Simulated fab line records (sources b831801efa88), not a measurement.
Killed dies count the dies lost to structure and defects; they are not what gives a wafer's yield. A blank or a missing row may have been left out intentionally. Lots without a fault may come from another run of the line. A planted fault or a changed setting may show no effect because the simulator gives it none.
fab line records | flow sfq-line
[record] lots = 14 wafers = 42 last-day = 80
route steps=325 shown M0@39 I0@45 M1@71 I3@135
lots untouched by any fault: they come from a run of this same line in which no faults occurred
start-h: hours from the record's opening day to when the first of the lot's shown wafers began | wait-h: hours from the lot's prior step to this one | " unchanged from the row above | L1.1+2: a single row standing in for several wafers | - value missing, or start not given | * or withheld: withheld | < > ~ a bound
route shown NAME@n: a module of which the file shows steps, and the number in the route of the first | usual: the fault-free wafers' mean and standard deviation | same: alike in all rows | chamber/n: place in a boat | sites: per-site readings | _std_site: standard deviation of those values | _edge_site: mean of outer sites minus mean of inner sites | radius-mm: how far each site lies from the wafer's centre | mask NAME#n: copy n | behind: tool/chamber where the wafer was last shaped | hold: cause of the lot's hold/its duration in hours/its outcome | device: the transistor (n, p or np) that didn't switch | end of line: tests run on the same wafers once the route is complete | where a step has no rows: the recipe by itself | killed: the dies lost at the first sort to structure and to defects; this is not the yield of the wafer | map: shows each die of a wafer: x if killed, . if not, _ if none is there
set.NAME: the run value of the setting; set.NAME@STEP: its run value at that earlier step | model.NAME: the simulator's own value behind a step, which no gauge read
steps of the route over a sample of lots; a table a step, a row a wafer
services: a tool's chamber out of use, with start hour (start-h, from the record's first day; less than 0 if before it), hours out, and reason
[[steps]]
[step SFQ_TRILAYER_M0_BARC_OPEN_METAL_ETCH_031]
[recipe] mask-material = PR chemistry = O2 target-depth-nm = 125 target = BARC icp-w = 600 bias-w = 80 pressure-mtorr = 10 time-s = 41.7
[usual] chamber-pressure-mTorr = 10.000/0.009 drypump-motor-current-A = 5.4/0.39 oes-product-au = 0.684/0.0049
// columns lot.wafer tool chamber start-h wait-h chamber-pressure-mTorr drypump-motor-current-A oes-product-au rf-hours-counter-h
L977.1 rie-metal-04 1 164.78 0.0 9.996 4.8 0.684 165
L977.3 " 0 " " 10.006 5.1 0.685 -
L977.4 " 1 " " 9.996 4.9 0.684 -
L978.1 rie-metal-04 0 169.58 0.0 9.991 5.0 0.690 129
L978.5 " 0 " " 9.996 5.1 0.684 -
L978.6 " 1 " " 10.009 4.8 0.692 -
L979.2 rie-metal-03 1 173.18 0.0 10.003 5.4 0.684 105
L979.3 " 0 " " 10.015 5.3 0.689 -
L979.4 " 1 " " 10.009 5.4 0.691 -
L980.1 rie-metal-02 0 179.18 0.0 9.998 5.8 0.691 42
L980.2 " 1 " " 9.987 5.9 0.685 4
L980.5 " 1 " " 9.998 5.9 0.689 -
L982.3 rie-metal-04 1 196.00 0.0 10.001 4.8 0.682 -
L982.4 " 0 " " 9.997 5.1 0.679 -
L982.6 " 1 " " 9.983 4.8 0.678 -
L985.3 rie-metal-02 1 212.80 0.0 10.002 5.9 0.677 -
L985.4 " 0 " " 10.017 5.7 0.687 -
L985.5 " 0 " " 10.008 5.7 0.693 -
L987.1 rie-metal-03 0 224.78 0.0 9.999 5.3 0.686 118
L987.2 " 1 " " 10.018 5.4 0.695 117
L987.4 " 1 " " 10.011 5.4 0.683 -
L988.1 rie-metal-04 1 231.98 0.0 9.996 4.8 0.687 179
L988.2 " 0 " " 9.995 5.1 0.691 141
L988.4 " 0 " " 10.003 5.1 0.687 -
L992.2 rie-metal-02 1 256.08 0.0 10.008 5.9 0.678 18
L992.4 " 0 " " 10.005 5.7 0.692 -
L992.6 " 1 " " 9.999 6.0 0.682 -
L993.1 rie-metal-03 0 266.88 0.0 9.986 5.3 0.689 126
L993.2 " 1 " " 10.009 5.4 0.680 125
L993.5 " 0 " " 9.995 5.3 0.681 -
L994.3 rie-metal-02 1 279.90 0.0 9.994 5.9 0.673 -
L994.5 " 0 " " 10.011 5.8 0.683 -
L994.6 " 1 " " 9.994 5.9 0.683 -
L995.1 rie-metal-02 1 283.48 0.0 10.002 5.9 0.689 23
L995.4 " 1 " " 9.985 5.9 0.682 -
L995.6 " 1 " " 10.002 5.9 0.683 -
L998.1 rie-metal-02 0 308.68 0.0 10.006 5.7 0.688 65
L998.2 " 1 " " 9.975 5.9 0.673 27
L998.6 " 0 " " 9.988 5.7 0.689 -
L100.1 rie-metal-04 1 317.08 0.0 9.994 4.8 0.679 3
L100.3 " 1 " " 10.003 4.9 0.679 -
L100.5 " 0 " " 10.004 5.1 0.680 -
[step SFQ_I0_BOW_MEAS_907]
[recipe] mode = bow
[usual] I0_BOW = 3/7.2
// columns lot.wafer tool chamber start-h wait-h I0_BOW[um]
L977.1 film-metro-01 - 177.71 1.0 -6
L977.3 " - " " 6
L977.4 " - " " 2
L978.1 film-metro-01 - 180.71 1.5 10
L978.5 " - " " 10
L978.6 " - " " 8
L979.2 film-metro-02 - 183.73 1.5 2
L979.3 " - " " 3
L979.4 " - " " 11
L980.1 film-metro-01 - 187.11 2.0 4
L980.2 " - " " 4
L980.5 " - " " 1
L982.3 film-metro-02 - 204.12 1.5 -2
L982.4 " - " " -2
L982.6 " - " " -7
L985.3 film-metro-03 - 223.32 2.0 10
L985.4 " - " " 7
L985.5 " - " " 2
L987.1 film-metro-03 - 237.91 1.5 -5
L987.2 " - " " -20
L987.4 " - " " 2
L988.1 film-metro-01 - 241.08 2.0 15
L988.2 " - " " 5
L988.4 " - " " -3
L992.2 film-metro-02 - 268.30 1.5 8
L992.4 " - " " -17
L992.6 " - " " 6
L993.1 film-metro-03 - 271.28 1.0 -2
L993.2 " - " " 5
L993.5 " - " " -6
L994.3 film-metro-03 - 283.96 1.0 13
L994.5 " - " " 9
L994.6 " - " " 8
L995.1 film-metro-01 - 289.92 1.0 -6
L995.4 " - " " 1
L995.6 " - " " 9
L998.1 film-metro-02 - 314.98 2.0 10
L998.2 " - " " 6
L998.6 " - " " 0
L100.1 film-metro-01 - 323.98 1.0 21
L100.3 " - " " 7
L100.5 " - " " 8
[step SFQ_TRILAYER_M1_STRIP_STRIP_043]
[recipe] gas = O2 power-w = 200 platen-temp-c = 40 overash-fraction = 0.65 chemistry = O2 pressure-mtorr = 50
[usual] chamber-pressure-mTorr = 50.00/0.045 drypump-motor-current-A = 5.16/0.19 oes-product-au = 1.006/0.011
// columns lot.wafer tool chamber start-h wait-h chamber-pressure-mTorr drypump-motor-current-A oes-product-au rf-hours-counter-h
L977.1 rie-metal-03 1 281.08 0.1 50.05 5.41 1.002 128
L977.3 " 0 " " 49.96 5.30 1.006 -
L977.4 " 1 " " 50.04 5.41 1.002 -
L978.1 rie-metal-03 1 283.48 0.1 50.01 5.41 1.004 129
L978.5 " 0 " " 50.01 5.29 1.007 -
L978.6 " 1 " " 50.02 5.40 1.002 -
L979.2 rie-metal-04 0 287.47 0.4 49.96 5.06 1.009 -
L979.3 " 0 " " 50.01 5.05 1.011 -
L979.4 " 0 " " 50.01 5.06 1.006 -
L980.1 rie-metal-04 0 295.22 0.2 49.91 5.05 1.010 156
L980.2 " 0 " " 49.99 5.06 1.004 -
L980.5 " 0 " " 50.04 5.05 1.004 -
L982.3 rie-metal-04 1 314.43 0.2 49.99 4.85 1.001 -
L982.4 " 0 " " 49.99 5.06 1.004 -
L982.6 " 0 " " 50.07 5.05 1.008 -
L985.3 rie-metal-01 0 342.03 0.2 49.98 5.07 1.001 -
L985.4 " 1 " " 49.93 5.16 1.026 -
L985.5 " 0 " " 49.97 5.05 0.992 -
L987.1 rie-metal-04 0 357.43 0.1 50.02 5.06 1.000 168
L987.2 " 1 " " 49.99 4.85 0.996 10
L987.4 " 0 " " 50.05 5.07 1.003 -
L988.1 rie-metal-03 0 361.03 0.1 60.07 5.31 1.003 145
L988.2 " 1 " " 60.04 5.42 1.016 145
L988.4 " 0 " " 60.04 5.31 0.997 -
L992.2 rie-metal-03 1 391.46 0.1 60.03 5.42 1.006 150
L992.4 " 1 " " 59.95 5.41 1.005 -
L992.6 " 0 " " 60.12 5.30 0.994 -
L993.1 rie-metal-04 1 393.87 0.1 50.03 4.86 0.995 18
L993.2 " 0 " " 50.02 5.05 1.000 176
L993.5 " 1 " " 50.01 4.88 0.996 -
L994.3 rie-metal-04 1 403.67 0.2 50.04 4.86 0.996 -
L994.5 " 1 " " 49.95 4.83 0.999 -
L994.6 " 0 " " 49.95 5.06 0.993 -
L995.1 rie-metal-04 1 414.24 0.2 50.03 4.86 1.002 22
L995.4 " 1 " " 49.96 4.85 0.999 -
L995.6 " 1 " " 49.99 4.87 0.995 -
L998.1 rie-metal-01 0 448.96 0.1 50.03 5.08 1.003 52
L998.2 " 1 " " 49.99 5.15 1.031 24
L998.6 " 0 " " 50.04 5.07 1.002 -
L100.1 rie-metal-03 0 454.96 0.1 49.99 5.31 1.003 163
L100.3 " 1 " " 49.93 5.43 1.012 -
L100.5 " 1 " " 49.92 5.42 1.011 -
[step SFQ_I3_BOW_MEAS_922]
[recipe] mode = bow
[usual] I3_BOW = 6/9.1
// columns lot.wafer tool chamber start-h wait-h I3_BOW[um]
L977.1 film-metro-02 - 656.28 2.0 0
L977.3 " - " " 11
L977.4 " - " " 6
L978.1 film-metro-02 - 659.92 1.5 23
L978.5 " - " " 23
L978.6 " - " " 19
L979.2 film-metro-03 - 671.94 2.0 8
L979.3 " - " " 11
L979.4 " - " " 20
L980.1 film-metro-04 - 685.32 1.5 -3
L980.2 " - " " -2
L980.5 " - " " -7
L982.3 film-metro-02 - 710.32 2.0 6
L982.4 " - " " 7
L982.6 " - " " 1
L985.3 film-metro-03 - 742.36 1.5 15
L985.4 " - " " 14
L985.5 " - " " 9
L987.1 film-metro-04 - 761.57 1.5 -5
L987.2 " - " " -19
L987.4 " - " " 3
L988.1 film-metro-04 - 767.57 2.0 18
L988.2 " - " " 10
L988.4 " - " " 2
L992.2 film-metro-04 - 804.30 2.0 17
L992.4 " - " " -9
L992.6 " - " " 13
L993.1 film-metro-03 - 810.15 1.5 8
L993.2 " - " " 16
L993.5 " - " " 4
L994.3 film-metro-04 - 819.55 2.5 18
L994.5 " - " " 13
L994.6 " - " " 13
L995.1 film-metro-02 - 825.51 1.5 -4
L995.4 " - " " 1
L995.6 " - " " 9
L998.1 film-metro-03 - 852.51 2.5 5
L998.2 " - " " 2
L998.6 " - " " -4
L100.1 film-metro-04 - 865.88 1.0 24
L100.3 " - " " 11
L100.5 " - " " 10
[[services]]
// columns tool chamber start-h hours kind
rie-metal-02 - 204.99 0.6 repair
rie-metal-01 - 240.89 0.2 repair
rie-metal-04 - 271.44 0.1 repair
rie-metal-01 - 272.29 15.6 pm
rie-metal-04 1 282.21 - clean
rie-metal-04 1 282.21 18.3 scheduled-down
rie-metal-04 1 282.21 18.3 vent-cycle
rie-metal-01 1 287.89 - clean
rie-metal-01 1 287.89 19.0 scheduled-down
rie-metal-01 1 287.89 19.0 vent-cycle
rie-metal-03 - 325.92 2.1 repair
rie-metal-03 - 355.40 0.2 repair
rie-metal-01 0 366.49 22.1 repair
rie-metal-01 - 383.38 14.6 pm
rie-metal-02 1 396.81 7.1 repair
rie-metal-04 0 409.70 9.2 repair
rie-metal-04 0 419.14 - clean
rie-metal-04 0 419.14 13.9 scheduled-down
rie-metal-04 0 419.14 13.9 vent-cycle
[[key]]
[first-sign] step = SFQ_TRILAYER_M1_STRIP_STRIP_043 reading = chamber-pressure-mTorr direction = up sigmas = 99+ usual = 50.00 struck = 60.04
effect none on later readings
met-at SFQ_TRILAYER_M1_STRIP_STRIP_043
struck-lots L988,L992
not-acting-at SFQ_TRILAYER_M0_BARC_OPEN_METAL_ETCH_031,SFQ_I0_BOW_MEAS_907,SFQ_I3_BOW_MEAS_922
onset-between 283.48 361.03
[fault] kind = process-parameter-drift tool = rie-metal-03 chamber = - onset-h = 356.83 steps = SFQ_TRILAYER_M1_STRIP_STRIP_043 channel = pressure-mtorr offset = 10 shape = step end-h = 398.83 acts-in = these-recipes-only stated = 50
